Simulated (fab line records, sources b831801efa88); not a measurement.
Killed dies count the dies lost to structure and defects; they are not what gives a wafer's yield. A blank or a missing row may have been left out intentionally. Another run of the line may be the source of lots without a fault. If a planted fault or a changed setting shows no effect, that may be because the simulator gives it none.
Tool commonality check ; flow sky130 ; Lots sampled 13, wafers sampled 39

## REASON IT WAS OPENED
At SKY_NWELL_TW_MEAS_26 the reading NWELL_2_TW is flagged on 1 of 13 lots. No-fault wafers: 499, standard deviation 3.5.
Rule: a lot is flagged in two cases, either no wafer of it has a number, or all its wafers with numbers fall more than 4 standard deviations from that mean. As for the other lots, they are considered sound.

lot;measured;on;NWELL_2_TW, wafer by wafer;flag
L958;day 5 08:49;filmMetro-04;501 502 500;
L959;day 5 17:53;filmMetro-02;497 492 495;
L960;day 5 23:43;filmMetro-03;499 500 502;
L961;day 6 05:44;filmMetro-03;30 30 30;FLAGGED
L969;day 8 12:26;filmMetro-02;498 493 495;
L970;day 8 23:38;filmMetro-04;502 501 499;
L971;day 9 00:20;filmMetro-04;504 500 502;
L972;day 9 11:14;filmMetro-02;495 495 495;
L975;day 10 00:55;filmMetro-04;499 502 502;
L976;day 10 01:34;filmMetro-02;493 497 497;
L977;day 10 09:56;filmMetro-02;496 497 499;
L979;day 10 20:38;filmMetro-02;496 496 499;
L980;day 11 00:29;filmMetro-03;500 499 502;
The numbers of the flagged lots are 30 on average: -469 against the usual, or -99 or more standard deviations.

## LOT BY LOT: THE TOOL USED
The record holds 2 process steps before the reading, out of a route of 708 steps. Read each cell as the tool, then ch plus the chambers that the sampled wafers visited, then the start.
lot;flag;SKY_NWELL_STRIP_14;SKY_NWELL_STRIP_25
L958;;plasmaAsher-02 ch 0,1, day 4 16:56;plasmaAsher-02 ch 0,1, day 5 08:43
L959;;plasmaAsher-04 ch 0,1, day 4 23:44;plasmaAsher-01 ch 0,1, day 5 17:48
L960;;plasmaAsher-01 ch 0,1, day 5 05:49;plasmaAsher-04 ch 0,1, day 5 23:37
L961;FLAGGED;plasmaAsher-04 ch 0, day 5 10:43;plasmaAsher-04 ch 0,1, day 6 05:38
L969;;plasmaAsher-04 ch 0,1, day 7 16:20;plasmaAsher-01 ch 0,1, day 8 12:20
L970;;plasmaAsher-02 ch 0,1, day 8 03:13;plasmaAsher-01 ch 0,1, day 8 23:31
L971;;plasmaAsher-04 ch 0,1, day 8 03:51;plasmaAsher-04 ch 0,1, day 9 00:15
L972;;plasmaAsher-04 ch 0,1, day 8 13:54;plasmaAsher-01 ch 0,1, day 9 11:08
L975;;plasmaAsher-02 ch 0,1, day 9 02:44;plasmaAsher-02 ch 0,1, day 10 00:50
L976;;plasmaAsher-02 ch 1, day 9 03:13;plasmaAsher-02 ch 1, day 10 01:28
L977;;plasmaAsher-02 ch 1, day 9 12:07;plasmaAsher-01 ch 0,1, day 10 09:50
L979;;plasmaAsher-04 ch 0,1, day 9 21:53;plasmaAsher-02 ch 0,1, day 10 20:33
L980;;plasmaAsher-04 ch 0,1, day 10 01:19;plasmaAsher-04 ch 0,1, day 11 00:23
What is done by these steps:
- SKY_NWELL_STRIP_14: strips in O2/N2.
- SKY_NWELL_STRIP_25: strips in O2/N2.
- SKY_NWELL_TW_MEAS_26

## FLAGGED AGAINST TOTAL, ONE TOOL AT A TIME (gauges that did the reading follow at the end)
step;tool;lots run;flagged;share of the flagged lots;sound lots run after its first flagged lot
SKY_NWELL_STRIP_14;plasmaAsher-01;1;0;none;-
SKY_NWELL_STRIP_14;plasmaAsher-02;5;0;none;-
SKY_NWELL_STRIP_14;plasmaAsher-04;7;1;all;5 (L969,L971,L972,L979,L980)
SKY_NWELL_STRIP_25;plasmaAsher-01;5;0;none;-
SKY_NWELL_STRIP_25;plasmaAsher-02;4;0;none;-
SKY_NWELL_STRIP_25;plasmaAsher-04;4;1;all;2 (L971,L980)
SKY_NWELL_TW_MEAS_26;filmMetro-02;6;0;none;-
SKY_NWELL_TW_MEAS_26;filmMetro-03;3;1;all;1 (L980)
SKY_NWELL_TW_MEAS_26;filmMetro-04;4;0;none;-

## WHAT THE TABLE ALLOWS
Every flagged lot was run by 3 rows of the table: plasmaAsher-04 at SKY_NWELL_STRIP_14, plasmaAsher-04 at SKY_NWELL_STRIP_25 and filmMetro-03 at SKY_NWELL_TW_MEAS_26.
- plasmaAsher-04 at SKY_NWELL_STRIP_14 ran 7 lots, 1 of them flagged. Lots that were sound ran on it after the first flagged one (L969, L971, L972, L979, L980); a persistent fault on the entire tool would not allow that. Its own readings lie more than 4 standard deviations out on every wafer of the flagged lots: oesProductAu.
- plasmaAsher-04 at SKY_NWELL_STRIP_25 ran 4 lots, 1 of them flagged. Lots that were sound ran on it after the first flagged one (L971, L980); a persistent fault on the entire tool would not allow that. Its own readings lie more than 4 standard deviations out on every wafer of the flagged lots: stripTimeToEndpointS.
- filmMetro-03 at SKY_NWELL_TW_MEAS_26 ran 3 lots, 1 of them flagged. Lots that were sound ran on it after the first flagged one (L980); a persistent fault on the entire tool would not allow that.
No row of the table ran every flagged lot and no sound lot after the first.

## WHAT THE SIMULATOR HAD PUT IN
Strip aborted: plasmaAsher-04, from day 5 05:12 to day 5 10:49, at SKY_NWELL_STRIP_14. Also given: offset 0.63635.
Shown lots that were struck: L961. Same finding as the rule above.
